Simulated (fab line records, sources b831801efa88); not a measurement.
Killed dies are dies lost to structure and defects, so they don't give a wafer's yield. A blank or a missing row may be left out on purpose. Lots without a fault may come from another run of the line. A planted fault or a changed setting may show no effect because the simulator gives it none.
fab line records | flow sky130
record lots=6 wafers=18 last_day=50
route steps=708 shown VIA2@520 METAL3@532 PAD_OPEN@708
lots that met no fault: from a run of the same line without faults
start_h: hours from the record's first day to the start of the lot's first wafer shown | wait_h: hours since the lot's step before | " the same as in the row above | L1.1+2: a row that stands for several wafers | - no value, or no start given | * or withheld: withheld | < > ~ a bound
route shown NAME@n: a module of which the file shows steps, and the number in the route of the first | usual: mean/standard deviation of fault-free wafers | same: alike in all rows | chamber/n: place in a boat | sites: the reading at each site | _std_site: their standard deviation | _edge_site: outer sites' mean less inner sites' | radius_mm: how far each site lies from the wafer's centre | mask NAME#n: copy n | behind: the tool/chamber that last shaped the wafer | hold: why the lot was held/for how many hours/how that ended | device: the transistor (n, p or np) that didn't switch | end of line: the same wafers' tests at the end of the route | a step without rows: its recipe alone | killed: dies lost to structure and defects at the first sort, not the wafer's yield | map: a wafer's dies, x killed, . not, _ none there
set.NAME: the setting as run; set.NAME@STEP: as run at that earlier step | model.NAME: the simulator's own value behind a step, which no gauge read
lots at some steps of the route; a table a step, a row a wafer
services: from which hour (start_h, from the record's first day; less than 0 if before it) a tool's chamber was out of use, for how many hours, and why
## steps
# step SKY_VIA2_OVL_MEAS_13
# usual VIA2_OVL=0/5.4
# columns lot.wafer tool chamber start_h wait_h VIA2_OVL[nm]
L416.2 overlay-02 - 859.19 0.1 -3
L416.4 " - " " -4
L416.5 " - " " -2
L421.2 overlay-01 - 892.94 0.1 -4
L421.4 " - " " -3
L421.6 " - " " -6
L427.1 overlay-02 - 939.62 0.1 13
L427.2 " - " " 1
L427.4 " - " " 0
L428.2 overlay-01 - 945.39 0.1 -9
L428.4 " - " " -12
L428.6 " - " " -12
L432.2 overlay-02 - 976.48 0.1 7
L432.3 " - " " 1
L432.6 " - " " 9
L439.3 overlay-02 - 1020.20 0.1 -5
L439.4 " - " " 0
L439.5 " - " " -10
# step SKY_VIA2_ETCH_14
# recipe chemistry=N2/H2 target=BARC ion_energy_ev=200 source_w=500 bias_w=100 pressure_mtorr=30 n2_flow_sccm=100 h2_flow_sccm=200 stop_on=SiO2 time_s=45.9 target_depth_a=600
# usual bias_w=99.99/0.26 drypump_motor_current_A=5.6/0.41 oes_product_au=0.854/0.0046 throttle_valve_pct=13.224/0.0094
# columns lot.wafer tool chamber start_h wait_h bias_w drypump_motor_current_A oes_product_au rf_hours_counter_h throttle_valve_pct
L416.2 rie_diel-04 2 859.22 0.0 100.12 5.8 0.855 6 13.222
L416.4 " 1 " " 100.01 6.3 0.860 10 13.218
L416.5 " 3 " " 100.18 5.9 0.851 - 13.239
L421.2 rie_diel-03 0 892.97 0.0 99.72 5.0 0.853 20 13.213
L421.4 " 2 " " 99.82 5.9 0.860 26 13.210
L421.6 " 3 " " 100.22 5.6 0.860 - 13.233
L427.1 rie_diel-03 1 939.66 0.0 99.95 5.0 0.854 16 13.242
L427.2 " 2 " " 100.28 5.9 0.860 27 13.228
L427.4 " 3 " " 99.77 5.6 0.858 8 13.223
L428.2 rie_diel-04 2 945.42 0.0 99.93 5.8 0.852 9 13.238
L428.4 " 3 " " 99.89 5.9 0.848 5 13.230
L428.6 " 2 " " 99.91 5.7 0.854 - 13.222
L432.2 rie_diel-01 0 976.51 0.0 99.69 5.8 0.850 7 13.237
L432.3 " 3 " " 100.08 5.5 0.850 3 13.222
L432.6 " 0 " " 99.85 5.8 0.856 - 13.220
L439.3 rie_diel-03 3 1020.22 0.0 99.97 5.6 0.856 11 13.223
L439.4 " 0 " " 100.30 5.0 0.854 24 13.229
L439.5 " 2 " " 100.22 5.9 0.858 - 13.218
# step SKY_VIA2_ETCH_15
# recipe target=SiO2 chemistry=C4F8/O2/Ar target_depth_nm=546 stop_on=TiN mask_material=KrF-thick source_w=1500 bias_w=1200 pressure_mtorr=40 c4f8_flow_sccm=withheld O2_flow_sccm=6 Ar_flow_sccm=300 time_s=84
# usual bias_w=1200/3.4 oes_product_au=0.940/0.0047
# columns lot.wafer tool chamber start_h wait_h bias_w oes_product_au rf_hours_counter_h
L416.2 rie_diel-04 2 859.26 0.0 1193 0.942 6
L416.4 " 1 " " 1200 0.934 10
L416.5 " 3 " " 1200 0.937 -
L421.2 rie_diel-03 0 893.01 0.0 1202 0.939 20
L421.4 " 2 " " 1199 0.932 26
L421.6 " 3 " " 1203 0.943 -
L427.1 rie_diel-03 1 939.70 0.0 1201 0.941 16
L427.2 " 2 " " 1208 0.937 27
L427.4 " 3 " " 1199 0.943 8
L428.2 rie_diel-04 2 945.47 0.0 1207 0.935 9
L428.4 " 3 " " 1196 0.943 5
L428.6 " 2 " " 1198 0.940 -
L432.2 rie_diel-01 0 976.55 0.0 1195 0.935 7
L432.3 " 3 " " 1199 0.944 3
L432.6 " 0 " " 1198 0.935 -
L439.3 rie_diel-03 3 1020.26 0.0 1205 0.949 11
L439.4 " 0 " " 1199 0.943 24
L439.5 " 2 " " 1201 0.940 -
# step SKY_VIA2_STRIP_16
# recipe chemistry=O2/N2 power_w=1400 pressure_mtorr=1500 platen_temp_c=withheld o2_flow_sccm=3000 n2_flow_sccm=300 overash_fraction=0.5
# usual drypump_motor_current_A=5.8/0.45 oes_product_au=0.399/0.0043 strip_time_to_endpoint_s=4.048/0.028
# columns lot.wafer tool chamber start_h wait_h drypump_motor_current_A oes_product_au rf_hours_counter_h strip_time_to_endpoint_s
L416.2 plasma_asher-04 1 859.32 0.0 6.0 0.391 10 4.021
L416.4 " 0 " " 6.1 0.400 - 4.070
L416.5 " 1 " " 6.0 0.398 - 4.060
L421.2 plasma_asher-01 1 893.07 0.0 5.4 0.398 81 4.028
L421.4 " 0 " " 6.2 0.404 - 4.061
L421.6 " 1 " " 5.4 0.399 - 4.053
L427.1 plasma_asher-02 1 939.76 0.0 4.9 0.403 53 4.079
L427.2 " 0 " " 5.9 0.391 53 4.068
L427.4 " 0 " " 5.9 0.400 - 4.035
L428.2 plasma_asher-01 1 945.53 0.0 5.4 0.394 85 4.027
L428.4 " 1 " " 5.4 0.405 - 4.081
L428.6 " 0 " " 6.3 0.397 - 4.026
L432.2 plasma_asher-01 1 976.61 0.0 5.4 0.402 88 4.026
L432.3 " 0 " " 6.2 0.401 - 3.999
L432.6 " 0 " " 6.3 0.397 - 4.025
L439.3 plasma_asher-04 1 1020.36 0.1 6.0 0.399 - 4.059
L439.4 " 0 " " 6.1 0.395 - 4.041
L439.5 " 0 " " 6.1 0.403 - 4.099
# step SKY_VIA2_STRIP_17
# recipe chemistry=post_etch_residue_remover time_s=1200 temp_c=72.5
# step SKY_VIA2_CLEAN_18
# recipe chemistry=IPA time_s=180 temp_c=25
# step SKY_VIA2_CLEAN_19
# recipe chemistry=O3/DIW dry=n2_spin
# step SKY_VIA2_SPUTTER_20
# recipe material=TiN target_thk_nm=20 chamber_pressure_pa=5 power_w=4000 time_s=80
# usual throttle_valve_pct=29.8/1.1
# columns lot.wafer tool chamber start_h wait_h throttle_valve_pct
L416.2 pvd_sputter-01 - 859.92 0.0 31.6
L416.4 " - " " 29.6
L416.5 " - " " 28.0
L421.2 pvd_sputter-02 - 893.67 0.0 29.4
L421.4 " - " " 29.3
L421.6 " - " " 29.1
L427.1 pvd_sputter-01 - 940.71 0.0 28.1
L427.2 " - " " 29.5
L427.4 " - " " 31.4
L428.2 pvd_sputter-02 - 946.12 0.0 29.6
L428.4 " - " " 31.5
L428.6 " - " " 28.9
L432.2 pvd_sputter-01 - 977.29 0.0 29.3
L432.3 " - " " 31.2
L432.6 " - " " 31.3
L439.3 pvd_sputter-01 - 1020.92 0.0 29.3
L439.4 " - " " 29.4
L439.5 " - " " 29.7
# step SKY_VIA2_CVD_21
# recipe material=W target_thk_nm=420 time_s=126.4 temp_c=400 pressure_torr=40
# usual chamber_pressure_Torr=39.99/0.092 heater_power_w=843/62
# columns lot.wafer tool chamber start_h wait_h chamber_pressure_Torr heater_power_w
L416.2 cvd_w-01 1 859.98 0.0 40.01 909
L416.4 " 0 " " 40.04 867
L416.5 " 1 " " 39.96 918
L421.2 cvd_w-02 1 893.73 0.0 39.98 868
L421.4 " 0 " " 40.03 759
L421.6 " 1 " " 39.96 898
L427.1 cvd_w-02 0 940.77 0.0 39.86 757
L427.2 " 0 " " 40.01 754
L427.4 " 0 " " 39.79 753
L428.2 cvd_w-01 1 946.32 0.2 40.11 922
L428.4 " 1 " " 40.05 916
L428.6 " 1 " " 40.07 907
L432.2 cvd_w-02 0 977.36 0.0 39.82 756
L432.3 " 0 " " 39.94 740
L432.6 " 0 " " 39.93 778
L439.3 cvd_w-01 1 1021.02 0.1 39.92 939
L439.4 " 0 " " 39.97 866
L439.5 " 1 " " 40.02 930
# step SKY_VIA2_RS_MEAS_22
# recipe thk_meas_gauge=four-point-probe reads=W_of_VIA2_CVD_21+TiN_of_VIA2_SPUTTER_20
# usual VIA2_W_RS=0.2748/0.0028
# columns lot.wafer tool chamber start_h wait_h VIA2_W_RS[ohm/sq]
L416.2 film_metro-02 - 860.18 0.2 0.2818
L416.4 " - " " 0.2767
L416.5 " - " " 0.2768
L421.2 film_metro-02 - 893.88 0.1 0.2731
L421.4 " - " " 0.2718
L421.6 " - " " 0.2753
L427.1 film_metro-04 - 941.03 0.2 0.2715
L427.2 " - " " 0.2688
L427.4 " - " " 0.2755
L428.2 film_metro-03 - 946.56 0.2 0.2781
L428.4 " - " " 0.2743
L428.6 " - " " 0.2740
L432.2 film_metro-03 - 977.51 0.1 0.2675
L432.3 " - " " 0.2711
L432.6 " - " " 0.2692
L439.3 film_metro-04 - 1021.15 0.1 0.2766
L439.4 " - " " 0.2784
L439.5 " - " " 0.2766
# step SKY_VIA2_THK_MEAS_23
# recipe thk_meas_gauge=xrf reads=W_of_VIA2_CVD_21
# usual VIA2_W_THK=423/8.1
# columns lot.wafer tool chamber start_h wait_h VIA2_W_THK[nm]
L416.2 film_metro-02 - 860.29 0.1 421
L416.4 " - " " 429
L416.5 " - " " 425
L421.2 film_metro-02 - 893.99 0.1 428
L421.4 " - " " 433
L421.6 " - " " 425
L427.1 film_metro-04 - 941.15 0.1 424
L427.2 " - " " 430
L427.4 " - " " 421
L428.2 film_metro-03 - 946.67 0.1 416
L428.4 " - " " 418
L428.6 " - " " 419
L432.2 film_metro-03 - 977.62 0.1 434
L432.3 " - " " 429
L432.6 " - " " 433
L439.3 film_metro-04 - 1021.25 0.1 418
L439.4 " - " " 412
L439.5 " - " " 416
# step SKY_VIA2_CMP_24
# recipe stop_on=SiO2 t_overpolish_s=18.95 down_force_psi=3.5 platen_rpm=60 target_thk_nm=0 pad_velocity_m_s=0.94248
# step SKY_METAL3_SPUTTER_00
# recipe material=Ti target_thk_nm=15 power_w=3000 time_s=10 chamber_pressure_pa=0.4
# usual throttle_valve_pct=29.9/1
# columns lot.wafer tool chamber start_h wait_h throttle_valve_pct model.Ti_of_METAL3_SPUTTER_00.thk_nm
L416.2 pvd_sputter-04 - 860.64 0.2 29.9 14.88
L416.4 " - " " 30.3 14.85
L416.5 " - " " 31.7 15.02
L421.2 pvd_sputter-01 - 894.34 0.2 28.2 15.17
L421.4 " - " " 29.3 14.95
L421.6 " - " " 29.6 14.96
L427.1 pvd_sputter-04 - 941.51 0.1 29.8 14.43
L427.2 " - " " 29.8 10.96
L427.4 " - " " 29.3 14.86
L428.2 pvd_sputter-01 - 947.02 0.1 31.6 15.28
L428.4 " - " " 29.4 14.92
L428.6 " - " " 29.2 15.01
L432.2 pvd_sputter-04 - 977.97 0.1 29.9 11.22
L432.3 " - " " 30.3 14.59
L432.6 " - " " 29.7 11.02
L439.3 pvd_sputter-02 - 1021.59 0.2 29.2 14.94
L439.4 " - " " 31.2 14.83
L439.5 " - " " 29.4 14.82
# step SKY_METAL3_SPUTTER_01
# recipe material=TiN target_thk_nm=20 power_w=6500 time_s=16.7 chamber_pressure_pa=0.4
# step SKY_PAD_OPEN_PROBE_99
# usual defect_limited_yield=82.6/1.9 killed_at_M0_to_M3=43/5.9 killed_at_M4_up=2.9/1.5 killed_at_contacts=24/5 killed_at_front_end=15/4.8 killed_at_other=0.2/0.5 killed_dies=86/9.3 killed_open=47/7.1 killed_short=38/6.3 sort_bin_3_pad_short=0.8/0.42 sort_bin_5_function=10.2/1.4 sort_bin_6_memory=6.4/1.1 sort_n_pass=406/9.3 sort_yield_pct=82.6/1.9
# same gross_dies=492 killed_at_back_side=0 sort_bin_4_leakage[%]=0 sort_bin_8_speed[%]=0
# columns lot.wafer tool chamber start_h wait_h defect_limited_yield[%] killed_at_M0_to_M3 killed_at_M4_up killed_at_contacts killed_at_front_end killed_at_other killed_dies killed_open killed_short sort_bin_3_pad_short[%] sort_bin_5_function[%] sort_bin_6_memory[%] sort_n_pass sort_yield_pct[%]
L416.2 prober-01 - 1088.92 0.1 82.9 32 5 29 18 0 84 44 40 0.8 10.8 5.5 408 82.9
L416.4 prober-01 - 1089.02 0.2 79.9 43 4 33 19 0 99 54 45 0.4 12.4 7.3 393 79.9
L416.5 prober-01 - 1089.07 0.2 79.7 50 4 27 18 1 100 60 40 1.8 11.8 6.7 392 79.7
L421.2 prober-02 - 1112.75 0.1 80.3 37 7 18 34 1 97 48 49 0.2 13.2 6.3 395 80.3
L421.4 prober-02 - 1112.85 0.2 80.9 48 3 22 21 0 94 49 45 0.6 11.4 7.1 398 80.9
L421.6 prober-02 - 1112.95 0.2 80.7 47 2 23 22 1 95 65 30 0.8 9.8 8.7 397 80.7
L427.1 prober-02 - 1152.67 0.1 82.7 46 4 22 13 0 85 51 34 0.8 9.8 6.7 407 82.7
L427.2 prober-02 - 1152.72 0.1 84.3 42 3 13 19 0 77 42 35 0.6 9.1 5.9 415 84.3
L427.4 prober-02 - 1152.82 0.2 86.4 32 0 19 16 0 67 35 32 1.0 6.5 6.1 425 86.4
L428.2 prober-01 - 1154.54 0.1 78.5 55 4 28 19 0 106 65 41 1.0 12.6 7.9 386 78.5
L428.4 prober-01 - 1154.64 0.2 85.0 43 2 20 9 0 74 38 36 0.8 8.5 5.7 418 85.0
L428.6 prober-01 - 1154.74 0.2 83.5 45 3 22 11 0 81 43 38 0.8 7.7 7.9 411 83.5
L432.2 prober-01 - 1176.99 0.1 84.6 39 7 21 9 0 76 54 22 1.0 10.2 4.3 416 84.6
L432.3 prober-01 - 1177.04 0.2 81.1 48 3 28 14 0 93 58 35 1.0 12.4 5.5 399 81.1
L432.6 prober-01 - 1177.19 0.2 83.3 44 4 18 16 0 82 47 35 0.6 9.6 6.5 410 83.3
L439.3 prober-01 - 1209.18 0.2 85.6 35 3 22 11 0 71 41 30 0.2 9.8 4.5 421 85.6
L439.4 prober-01 - 1209.23 0.2 83.1 45 1 21 16 0 83 51 32 0.6 10.2 6.1 409 83.1
L439.5 prober-01 - 1209.28 0.2 84.6 31 4 26 14 1 76 39 37 0.4 9.6 5.5 416 84.6
# killed by level:class
L416.2 CONTACT:geometric_particle:open=11 CONTACT:geometric_particle:short=9 VIA1:geometric_particle:open=7 VIA2:geometric_particle:open=7 POLY_GATE:geometric_particle:short=5 POLY_GATE:geometric_particle:open=5 METAL4:geometric_particle:short=5 FIELD_ISO:geometric_particle:open=4
L416.4 CONTACT:geometric_particle:open=17 VIA3:geometric_particle:open=8 VIA1:geometric_particle:open=7 VIA1:geometric_particle:short=7 CONTACT:geometric_particle:short=6 FIELD_ISO:geometric_particle:short=5 METAL2:geometric_particle:short=5 VIA2:geometric_particle:open=5
L416.5 VIA1:geometric_particle:open=15 VIA3:geometric_particle:open=9 CONTACT:geometric_particle:open=8 FIELD_ISO:geometric_particle:open=6 LOCAL_INTERCONNECT:geometric_particle:short=6 LI_CONTACT:geometric_particle:open=6 VIA2:geometric_particle:open=6 POLY_GATE:geometric_particle:open=5
L421.2 VIA1:geometric_particle:open=12 FIELD_ISO:geometric_particle:short=9 POLY_GATE:geometric_particle:open=7 POLY_GATE:geometric_particle:short=7 VIA3:geometric_particle:open=7 FIELD_ISO:geometric_particle:open=5 METAL4:geometric_particle:short=5 LI_CONTACT:geometric_particle:open=5
L421.4 METAL2:geometric_particle:short=15 CONTACT:geometric_particle:short=8 VIA2:geometric_particle:open=8 FIELD_ISO:geometric_particle:open=7 CONTACT:geometric_particle:open=7 VIA3:geometric_particle:open=7 FIELD_ISO:geometric_particle:short=4 LI_CONTACT:geometric_particle:open=4
L421.6 VIA1:geometric_particle:open=14 CONTACT:geometric_particle:open=13 VIA3:geometric_particle:open=10 LI_CONTACT:geometric_particle:open=7 POLY_GATE:geometric_particle:open=6 POLY_GATE:geometric_particle:short=6 METAL1:geometric_particle:short=6 FIELD_ISO:geometric_particle:open=4
L427.1 CONTACT:geometric_particle:open=10 VIA3:geometric_particle:open=10 VIA1:geometric_particle:open=9 METAL1:geometric_particle:short=6 VIA2:geometric_particle:open=6 FIELD_ISO:geometric_particle:open=5 VIA3:geometric_particle:short=5 LI_CONTACT:geometric_particle:open=4
L427.2 VIA1:geometric_particle:open=13 VIA1:geometric_particle:short=8 VIA2:geometric_particle:open=7 POLY_GATE:geometric_particle:open=5 POLY_GATE:geometric_particle:short=4 CONTACT:geometric_particle:open=4 VIA3:geometric_particle:open=4 METAL2:geometric_particle:short=4
L427.4 VIA1:geometric_particle:open=6 CONTACT:geometric_particle:open=6 METAL3:geometric_particle:short=6 VIA3:geometric_particle:open=6 POLY_GATE:geometric_particle:short=4 LI_CONTACT:geometric_particle:open=4 CONTACT:geometric_particle:short=4 METAL2:geometric_particle:short=4
L428.2 VIA1:geometric_particle:open=17 CONTACT:geometric_particle:open=15 VIA3:geometric_particle:open=9 VIA2:geometric_particle:open=8 FIELD_ISO:geometric_particle:open=7 METAL1:geometric_particle:short=7 CONTACT:geometric_particle:short=6 LOCAL_INTERCONNECT:geometric_particle:short=5
L428.4 VIA1:geometric_particle:open=15 CONTACT:geometric_particle:short=8 VIA3:geometric_particle:open=6 POLY_GATE:geometric_particle:short=4 LI_CONTACT:geometric_particle:open=4 METAL1:geometric_particle:short=4 VIA1:geometric_particle:short=4 VIA2:geometric_particle:open=4
L428.6 VIA1:geometric_particle:open=18 LI_CONTACT:geometric_particle:open=6 CONTACT:geometric_particle:open=6 VIA1:geometric_particle:short=5 VIA3:geometric_particle:short=4 METAL1:geometric_particle:short=4 LI_CONTACT:geometric_particle:short=4 CONTACT:geometric_particle:short=4
L432.2 VIA1:geometric_particle:open=12 VIA3:geometric_particle:open=9 CONTACT:geometric_particle:open=8 VIA2:geometric_particle:open=7 METAL4:geometric_particle:short=5 LI_CONTACT:geometric_particle:open=4 LOCAL_INTERCONNECT:geometric_particle:short=4 METAL1:geometric_particle:open=4
L432.3 VIA1:geometric_particle:open=12 CONTACT:geometric_particle:open=11 VIA2:geometric_particle:open=9 METAL1:geometric_particle:short=7 VIA3:geometric_particle:open=7 POLY_GATE:geometric_particle:open=6 METAL2:geometric_particle:short=5 LI_CONTACT:geometric_particle:open=5
L432.6 VIA1:geometric_particle:open=11 VIA3:geometric_particle:open=8 CONTACT:geometric_particle:open=6 FIELD_ISO:geometric_particle:short=5 LI_CONTACT:geometric_particle:open=5 METAL1:geometric_particle:short=5 METAL2:geometric_particle:short=5 FIELD_ISO:geometric_particle:open=4
L439.3 VIA1:geometric_particle:open=12 LOCAL_INTERCONNECT:geometric_particle:short=9 CONTACT:geometric_particle:open=9 VIA3:geometric_particle:open=7 FIELD_ISO:geometric_particle:open=5 METAL2:geometric_particle:short=4 CONTACT:geometric_particle:short=3 VIA2:geometric_particle:open=3
L439.4 VIA1:geometric_particle:open=12 POLY_GATE:geometric_particle:open=8 LI_CONTACT:geometric_particle:open=7 METAL2:geometric_particle:short=7 VIA2:geometric_particle:open=7 CONTACT:geometric_particle:open=6 CONTACT:geometric_particle:short=5 METAL1:geometric_particle:short=5
L439.5 CONTACT:geometric_particle:open=9 VIA1:geometric_particle:open=7 LI_CONTACT:geometric_particle:open=7 METAL1:geometric_particle:short=6 METAL2:geometric_particle:short=5 POLY_GATE:geometric_particle:short=4 CONTACT:geometric_particle:short=4 POLY_GATE:geometric_particle:open=3
## services
# columns tool chamber start_h hours kind
rie_diel-01 - 837.04 68.4 repair
plasma_asher-02 - 838.92 0.4 repair
pvd_sputter-04 - 850.48 5.6 repair
cvd_w-02 0 853.35 9.1 repair
plasma_asher-01 - 853.82 1.0 repair
pvd_sputter-01 - 871.98 6.8 repair
rie_diel-01 1 894.80 20.9 repair
pvd_sputter-02 - 900.91 10.6 repair
cvd_w-02 - 904.00 14.0 pm
plasma_asher-01 - 920.74 1.3 repair
plasma_asher-02 - 930.86 1.9 repair
cvd_w-02 1 933.83 14.6 repair
plasma_asher-01 - 938.12 5.6 repair
cvd_w-01 0 940.04 9.2 repair
cvd_w-02 0 941.55 8.1 repair
rie_diel-03 2 947.13 - clean
rie_diel-03 2 947.13 13.9 scheduled_down
rie_diel-03 2 947.13 13.9 vent_cycle
rie_diel-04 - 967.33 14.6 pm
plasma_asher-04 - 973.40 1.5 repair
rie_diel-04 0 984.70 15.3 repair
pvd_sputter-01 - 998.05 2.1 repair
plasma_asher-02 - 1010.94 2.8 repair
pvd_sputter-01 2 1018.78 - consumable_replace:kit
## key
first_sign none at tools or gauges
model_effect step=SKY_METAL3_SPUTTER_00 value=Ti_of_METAL3_SPUTTER_00.thk_nm without=14.9 struck=11.07
met_at SKY_METAL3_SPUTTER_00
struck_wafers L427.2,L432.2,L432.6
onset_between 860.64 941.51
fault kind=process_parameter_drift tool=pvd_sputter-04 chamber=- onset_h=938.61 steps=SKY_METAL3_SPUTTER_00 channel=target_thk_nm offset=-3.835 shape=step end_h=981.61 acts_in=these_recipes_only stated=15 scope=struck_wafers_only
